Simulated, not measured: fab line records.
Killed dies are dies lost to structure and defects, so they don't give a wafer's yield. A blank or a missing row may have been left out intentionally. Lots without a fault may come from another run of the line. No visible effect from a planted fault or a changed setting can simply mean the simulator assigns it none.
Which of the tools did it?    flow gf180mcu    39 wafers from 14 lots sampled at 3 of the route's 602 steps

WHAT THE GAUGES SHOWED, per wafer
GF_V4_CD_MEAS_14 targets a cd of 260 nm.
lot   measured      on         cd nm (nm)
L561  day 24 07:13  cd sem-02  260.5 261.5 260.7
L562  day 24 12:58  cd sem-01  260.0 259.5 259.4
L563  day 24 19:29  cd sem-01  260.6 260.5 260.2
L564  day 25 09:10  cd sem-01  261.6 260.8 260.0
L565  day 25 10:17  cd sem-01  258.4 261.1 260.2
L566  day 25 23:40  cd sem-02  260.0 260.6 259.0
L567  day 26 07:54  cd sem-02  258.9 258.2 257.8
L575  day 29 01:01  cd sem-02  258.9 258.4
L576  day 29 04:50  cd sem-02  262.2 262.2
L577  day 29 14:55  cd sem-02  260.5 260.4
L579  day 30 02:39  cd sem-02  260.3 259.2 259.8
L581  day 30 10:42  cd sem-02  259.6 258.2 258.9
L582  day 30 17:23  cd sem-01  261.1 258.9 260.1
L584  day 31 04:35  cd sem-02  261.2 262.1 260.7

WHICH TOOL RAN EACH LOT (tool, then ch and the chambers of the sampled wafers, then the start)
lot   GF_V3_CMP_26                   GF_M4_SPUTTER_02
L561  cmp-01 ch 0,2,3, day 22 09:00  pvd sputter-01, day 22 09:17
L562  cmp-01 ch 0,1,3, day 22 13:49  pvd sputter-01, day 22 14:14
L563  cmp-02 ch 0,1,2, day 22 21:06  pvd sputter-01, day 22 21:23
L564  cmp-01 ch 0,1,2, day 23 12:21  pvd sputter-01, day 23 12:44
L565  cmp-01 ch 0,1,3, day 23 12:59  pvd sputter-01, day 23 13:25
L566  cmp-01 ch 0,1,3, day 24 02:15  pvd sputter-01, day 24 02:32
L567  cmp-02 ch 0,1,2, day 24 11:31  pvd sputter-02, day 24 11:56
L575  cmp-01 ch 2,3, day 27 06:58    pvd sputter-01, day 27 07:23
L576  cmp-01 ch 2,3, day 27 11:13    pvd sputter-03, day 27 11:40
L577  cmp-01 ch 0,1, day 27 23:26    pvd sputter-03, day 27 23:46
L579  cmp-02 ch 0,1,3, day 28 10:55  pvd sputter-02, day 28 11:21
L581  cmp-02 ch 0,2,3, day 28 20:38  pvd sputter-02, day 28 21:04
L582  cmp-02 ch 0,1,2, day 29 02:49  pvd sputter-02, day 29 03:15
L584  cmp-02 ch 0,1, day 29 14:20    pvd sputter-02, day 29 14:43
- GF_V3_CMP_26: polishes, stops on SiO2, t overpolish 15 s, target thk 0 nm.
- GF_M4_SPUTTER_02: material AlCu, target thk 450 nm, time 23.9 s.

WHAT THE TOOLS THEMSELVES READ (means of the sampled wafers that have a number; where no wafer has one, the mark that the record gives instead)
GF_V3_CMP_26.
lot   tool    edge zone pressure frac  motor current A (A)  overpolish run s (s)  time to endpoint s (s)
L561  cmp-01  1.003                    11.2                 14.995                87.6
L562  cmp-01  0.996                    11.6                 14.999                86.6
L563  cmp-02  0.998                    10.3                 15.000                85.0
L564  cmp-01  1.000                    11.8                 15.001                82.3
L565  cmp-01  1.002                    11.6                 15.004                83.6
L566  cmp-01  0.999                    11.6                 14.995                86.1
L567  cmp-02  0.998                    10.4                 14.997                85.6
L575  cmp-01  1.002                    10.8                 14.993                69.1
L576  cmp-01  1.002                    10.6                 15.003                68.4
L577  cmp-01  0.997                    12.1                 14.992                69.5
L579  cmp-02  1.001                    11.6                 15.003                84.1
L581  cmp-02  1.001                    11.9                 14.991                82.9
L582  cmp-02  1.000                    10.5                 14.999                89.5
L584  cmp-02  1.001                    10.1                 14.992                86.5

GF_M4_SPUTTER_02.
lot   tool            throttle valve pct (%)
L561  pvd sputter-01  29.9
L562  pvd sputter-01  29.8
L563  pvd sputter-01  29.8
L564  pvd sputter-01  30.3
L565  pvd sputter-01  29.4
L566  pvd sputter-01  29.3
L567  pvd sputter-02  30.6
L575  pvd sputter-01  29.4
L576  pvd sputter-03  30.3
L577  pvd sputter-03  28.5
L579  pvd sputter-02  30.4
L581  pvd sputter-02  30.7
L582  pvd sputter-02  29.8
L584  pvd sputter-02  29.9

THE ANSWER, worked out from the rows above alone
Rule: the lots themselves supply what counts as usual. Put in order of their means at a reading, lots are off if they are a third of the lots or fewer, leave a main group of 4 or more, and stand apart from it by a gap of 3 or more times the standard deviation of the main group's means; of several such gaps the widest counts. Not used: any main group whose means are identical at the precision the tables above print for the reading. Also off: a lot with no number at a reading for which 4 or more lots have one. Any other lot the step has rows for is counted as sound. Order of review: gauges by route order, followed by the tools' own readings, for which a lot's mean as printed above is used. At the first step where some lot is off, the reading lying furthest off is the one used; lots without a number count as furthest.
Off: L575, L576, L577 (GF_V3_CMP_26, time to endpoint s). Main group: mean 85.4 s, sd 2.
A tool fits if, at that step or a process step before it, it ran every lot that is off, and no sound lot after the first of them. One candidate fits, namely cmp-01 at GF_V3_CMP_26. A fault onset in the window from L566 (day 24 02:15, its last sound lot) to L575 (day 27 06:58, its first lot off) fits.
On the lots that are off, the tool's own readings at GF_V3_CMP_26 differ by more than 5 times the standard deviation of the sound lots' means, which bears it out; time to endpoint s reads 69.0 s there versus 85.4 s on the sound lots.

WHAT THE SIMULATOR HAD PUT IN
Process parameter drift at GF_V3_CMP_26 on cmp-01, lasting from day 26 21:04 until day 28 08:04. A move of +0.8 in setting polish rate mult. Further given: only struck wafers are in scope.
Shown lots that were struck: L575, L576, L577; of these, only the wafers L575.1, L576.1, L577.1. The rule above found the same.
